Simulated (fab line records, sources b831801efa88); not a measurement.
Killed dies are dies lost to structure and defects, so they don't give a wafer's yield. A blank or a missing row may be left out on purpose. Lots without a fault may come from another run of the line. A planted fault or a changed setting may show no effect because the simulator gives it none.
2 desks looking at one fault :: flow sfq line :: each desk holds nothing but its own numbers, with what lay behind them at the end

METROLOGY DESK
What the gauges read for every lot (on any tool): the sampled wafers with a number, averaged. Any lot whose mean is over 4 standard deviations away from the usual mean is out of limits and marked OUT; that distance is given in the brackets.
Columns: A = M3_OVL at SFQ_M3_OVL_MEAS_921, usual -1 nm
lot: L553
first seen here: day 27 04:06
A: 5

lot: L554
first seen here: day 27 12:49
A: -4

lot: L555
first seen here: day 33 18:00
A: 2

lot: L557
first seen here: day 34 12:25
A: 5

lot: L558
first seen here: day 35 08:19
A: 8

lot: L559
first seen here: day 35 20:14
A: -3

lot: L560
first seen here: day 36 07:08
A: -6

lot: L561
first seen here: day 37 01:08
A: 5

lot: L562
first seen here: day 37 07:10
A: -11

lot: L563
first seen here: day 37 22:45
A: 0

lot: L566
first seen here: day 38 16:44
A: 4

lot: L573
first seen here: day 41 00:03
A: -4

lot: L574
first seen here: day 41 03:39
A: -1

lot: L575
first seen here: day 41 06:03
A: -6
Finding of this desk: none of the 14 lots has anything out of limits.

DESK OF THE TOOL OWNER: rie diel-03
The tool's own readings at SFQ_TRILAYER_I2_VIA_BARC_OPEN_VIA_ETCH_096 (etches BARC in O2, target depth 125 nm, time 41.7 s): means of the sampled wafers that have a number, for each lot that ran on this tool. Any lot whose mean is over 4 standard deviations away from the usual mean is out of limits and marked OUT; that distance is given in the brackets.
Columns: A = drypump motor current A at SFQ_TRILAYER_I2_VIA_BARC_OPEN_VIA_ETCH_096, usual 5.9 A; B = oes product au at SFQ_TRILAYER_I2_VIA_BARC_OPEN_VIA_ETCH_096, usual 0.685 a.u.; C = run length s at SFQ_TRILAYER_I2_VIA_BARC_OPEN_VIA_ETCH_096, usual 70.1 s
lot: L558
first seen here: day 29 02:47
A: 5.9
B: 0.683
C: 70.2

lot: L560
first seen here: day 29 23:11
A: 5.9
B: 0.682
C: 70.3

lot: L562
first seen here: day 30 21:31
A: 5.9
B: 0.684
C: 70.4

lot: L563
first seen here: day 31 14:19
A: 5.8
B: 0.684
C: 70.2

lot: L566
first seen here: day 32 07:14
A: 5.9
B: 0.681
C: 70.3

lot: L573
first seen here: day 34 18:28
A: 6.0
B: 0.669
C: 72.1 (+4.9) OUT

lot: L574
first seen here: day 34 22:38
A: 5.8
B: 0.667
C: 71.6
Finding of this desk: L573 out of limits; the first was L573 at day 34 18:28, on run length s at SFQ_TRILAYER_I2_VIA_BARC_OPEN_VIA_ETCH_096. L558, L560, L562, L563, L566, L574 stayed within limits.

ALL TOGETHER
The tool owner's desk could have raised an alarm at day 34 18:28, on L573.
At the metrology desk, nothing out of limits was observed.
The metrology desk holds a record of L573, inside its limits.
Every lot named ran SFQ_TRILAYER_I2_VIA_BARC_OPEN_VIA_ETCH_096 on rie diel-03.

WHAT WAS PUT IN BY THE SIMULATOR
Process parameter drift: rie diel-03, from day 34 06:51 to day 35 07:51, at SFQ_TRILAYER_I2_VIA_BARC_OPEN_VIA_ETCH_096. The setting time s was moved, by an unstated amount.
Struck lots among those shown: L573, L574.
Hours from the fault's start to each desk's first reading out of limits: the tool owner's desk, 12.
